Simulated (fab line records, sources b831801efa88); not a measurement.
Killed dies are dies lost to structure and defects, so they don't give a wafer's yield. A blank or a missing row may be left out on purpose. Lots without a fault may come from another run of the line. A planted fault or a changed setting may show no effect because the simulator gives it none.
Which tool did it? | flow sky130 | 12 lots, 36 wafers sampled, at 5 steps of a route of 708

WHAT THE GAUGES READ, wafer by wafer
The record holds no reading of a measuring or inspecting step that can be judged against a usual standard deviation.

WHICH TOOL RAN EACH LOT (tool, then ch and the chambers of the sampled wafers, then the start)
lot  | SKY_SONOS_ONO_OXIDATION_00    | SKY_VIA3_ETCH_14                   | SKY_METAL4_SPUTTER_04        | SKY_CAP2M_SPUTTER_02         | SKY_PAD_OPEN_PROBE_99
L761 | furnace-01 ch 0, day 11 05:44 | rie_diel-02 ch 1,2,3, day 39 12:56 | pvd_sputter-04, day 39 14:24 | pvd_sputter-03, day 39 14:32 | -
L762 | furnace-01 ch 0, day 11 21:19 | rie_diel-03 ch 0,1,3, day 40 00:38 | pvd_sputter-04, day 40 02:08 | pvd_sputter-03, day 40 02:16 | -
L763 | furnace-02 ch 0, day 12 03:32 | rie_diel-04 ch 1,2,3, day 40 05:56 | pvd_sputter-04, day 40 07:46 | pvd_sputter-03, day 40 07:53 | -
L764 | furnace-02 ch 0, day 12 05:56 | rie_diel-03 ch 0,3, day 40 07:23   | pvd_sputter-02, day 40 09:12 | pvd_sputter-01, day 40 09:20 | -
L765 | furnace-01 ch 0, day 12 20:12 | rie_diel-03 ch 1,2,3, day 41 02:32 | pvd_sputter-04, day 41 04:02 | pvd_sputter-03, day 41 04:10 | -
L767 | furnace-01 ch 0, day 13 12:05 | rie_diel-02 ch 0,2, day 41 11:20   | pvd_sputter-01, day 41 12:48 | pvd_sputter-03, day 41 12:56 | -
L773 | furnace-02 ch 0, day 15 07:04 | rie_diel-02 ch 1,3, day 43 02:08   | pvd_sputter-04, day 43 03:36 | pvd_sputter-01, day 43 03:44 | prober-02, day 48 14:24
L774 | furnace-02 ch 0, day 15 17:10 | rie_diel-02 ch 0,1,2, day 43 10:11 | pvd_sputter-04, day 43 11:46 | pvd_sputter-01, day 43 11:55 | prober-01, day 48 23:18
L775 | furnace-01 ch 0, day 15 20:14 | rie_diel-04 ch 1,2, day 43 15:26   | pvd_sputter-04, day 43 17:09 | pvd_sputter-01, day 43 17:17 | prober-02, day 49 02:12
L781 | furnace-01 ch 0, day 18 03:43 | rie_diel-03 ch 1,2,3, day 45 09:38 | pvd_sputter-02, day 45 11:07 | pvd_sputter-03, day 45 11:14 | -
L783 | furnace-02 ch 0, day 18 15:24 | rie_diel-04 ch 0,1,3, day 45 21:38 | pvd_sputter-04, day 45 23:07 | pvd_sputter-01, day 45 23:14 | -
L784 | furnace-02 ch 0, day 19 16:49 | rie_diel-03 ch 1,2,3, day 46 10:26 | pvd_sputter-04, day 46 11:57 | pvd_sputter-01, day 46 12:05 | -
- SKY_SONOS_ONO_OXIDATION_00: stabilise 600 s, purge 300 s, target thk 2.6 nm.
- SKY_VIA3_ETCH_14: etches BARC in N2/H2, stops on SiO2, time 45.9 s, target depth 60 nm.
- SKY_METAL4_SPUTTER_04: material TiN, target thk 70 nm, time 58.3 s.
- SKY_CAP2M_SPUTTER_02: material TiN, target thk 200 nm, time 166.7 s.
- SKY_PAD_OPEN_PROBE_99

WHAT THE TOOLS THEMSELVES READ (means of the sampled wafers that have a number; where no wafer has one, the mark that the record gives instead)
SKY_SONOS_ONO_OXIDATION_00.
lot  | tool       | spike_tc_lower_C (C) | spike_tc_top_C (C) | zone_power_centre_pct (%)
L761 | furnace-01 | 800.0                | 814.2              | 14.6
L762 | furnace-01 | 800.9                | 813.8              | 14.6
L763 | furnace-02 | 800.4                | 814.8              | 13.7
L764 | furnace-02 | 801.0                | 814.5              | 13.8
L765 | furnace-01 | 800.1                | 813.5              | 14.6
L767 | furnace-01 | 800.5                | 812.0              | 14.7
L773 | furnace-02 | 800.6                | 814.7              | 13.7
L774 | furnace-02 | 800.3                | 814.0              | 13.5
L775 | furnace-01 | 799.4                | 813.7              | 14.6
L781 | furnace-01 | 801.4                | 812.8              | 14.7
L783 | furnace-02 | 800.6                | 814.9              | 13.5
L784 | furnace-02 | 800.8                | 814.6              | 13.5

SKY_VIA3_ETCH_14.
lot  | tool        | chamber_pressure_mTorr (mTorr) | drypump_motor_current_A (A) | oes_product_au (a.u.) | throttle_valve_pct (%)
L761 | rie_diel-02 | 29.997                         | 5.7                         | 0.856                 | 13.230
L762 | rie_diel-03 | 29.987                         | 5.9                         | 0.851                 | 13.222
L763 | rie_diel-04 | 29.990                         | 5.6                         | 0.859                 | 13.229
L764 | rie_diel-03 | 29.994                         | 5.9                         | 0.851                 | 13.223
L765 | rie_diel-03 | 29.999                         | 5.3                         | 0.855                 | 13.228
L767 | rie_diel-02 | 29.993                         | 6.1                         | 0.855                 | 13.229
L773 | rie_diel-02 | 30.002                         | 5.5                         | 0.852                 | 13.226
L774 | rie_diel-02 | 29.986                         | 6.0                         | 0.853                 | 13.218
L775 | rie_diel-04 | 29.975                         | 5.7                         | 0.855                 | 13.221
L781 | rie_diel-03 | 30.012                         | 5.3                         | 0.854                 | 13.231
L783 | rie_diel-04 | 29.997                         | 5.6                         | 0.853                 | 13.224
L784 | rie_diel-03 | 30.012                         | 5.3                         | 0.853                 | 13.224

SKY_METAL4_SPUTTER_04.
lot  | tool           | throttle_valve_pct (%)
L761 | pvd_sputter-04 | 29.3
L762 | pvd_sputter-04 | 29.4
L763 | pvd_sputter-04 | 29.6
L764 | pvd_sputter-02 | 30.9
L765 | pvd_sputter-04 | 29.5
L767 | pvd_sputter-01 | 29.5
L773 | pvd_sputter-04 | 28.9
L774 | pvd_sputter-04 | 30.3
L775 | pvd_sputter-04 | 30.2
L781 | pvd_sputter-02 | 30.7
L783 | pvd_sputter-04 | 28.7
L784 | pvd_sputter-04 | 29.9

SKY_CAP2M_SPUTTER_02.
lot  | tool           | susceptor_temp_C (C) | throttle_valve_pct (%)
L761 | pvd_sputter-03 | 300.13               | 30.4
L762 | pvd_sputter-03 | 299.72               | 30.4
L763 | pvd_sputter-03 | 299.97               | 30.6
L764 | pvd_sputter-01 | 300.01               | 28.3
L765 | pvd_sputter-03 | 300.24               | 30.4
L767 | pvd_sputter-03 | 300.04               | 30.6
L773 | pvd_sputter-01 | 300.14               | 30.4
L774 | pvd_sputter-01 | 300.13               | 29.7
L775 | pvd_sputter-01 | 300.10               | 29.6
L781 | pvd_sputter-03 | 300.10               | 30.4
L783 | pvd_sputter-01 | 299.94               | 29.0
L784 | pvd_sputter-01 | 299.82               | 29.0

SKY_PAD_OPEN_PROBE_99.
lot  | tool      | killed_at_M0_to_M3 | killed_at_M4_up | killed_at_contacts | killed_at_front_end | killed_at_other | killed_dies | killed_on_rim | killed_open | killed_short
L773 | prober-02 | 36                 | 2.0             | 24                 | 114                 | 0.0             | 176         | 34            | 44          | 35
L774 | prober-01 | 41                 | 2.3             | 19                 | 105                 | 0.3             | 169         | 34            | 39          | 38
L775 | prober-02 | 42                 | 0.0             | 23                 | 17                  | 0.3             | 82          | 17            | 47          | 36

THE ANSWER, worked out from the rows above alone
Rule: what is usual is taken from the lots themselves. Put in order of their means at a reading, lots are off if they are a third of the lots or fewer, leave a main group of 4 or more, and stand apart from it by a gap of 3 or more times the standard deviation of the main group's means; of several such gaps the widest counts. A main group whose means are all the same, to the digits that the tables above print for the reading, isn't used. A lot without any number at a reading at which 4 lots or more have one is off too. The other lots that the step has rows for count as sound. The gauges are gone through in route order, then the tools' own readings, and for those a lot's mean is taken as printed above. The first step at which some lot is off is used, and at that step the reading that is off furthest; a lot without a number counts as furthest.
No lot is off at any reading shown: from this, nothing can be told.

WHAT THE SIMULATOR HAD PUT IN
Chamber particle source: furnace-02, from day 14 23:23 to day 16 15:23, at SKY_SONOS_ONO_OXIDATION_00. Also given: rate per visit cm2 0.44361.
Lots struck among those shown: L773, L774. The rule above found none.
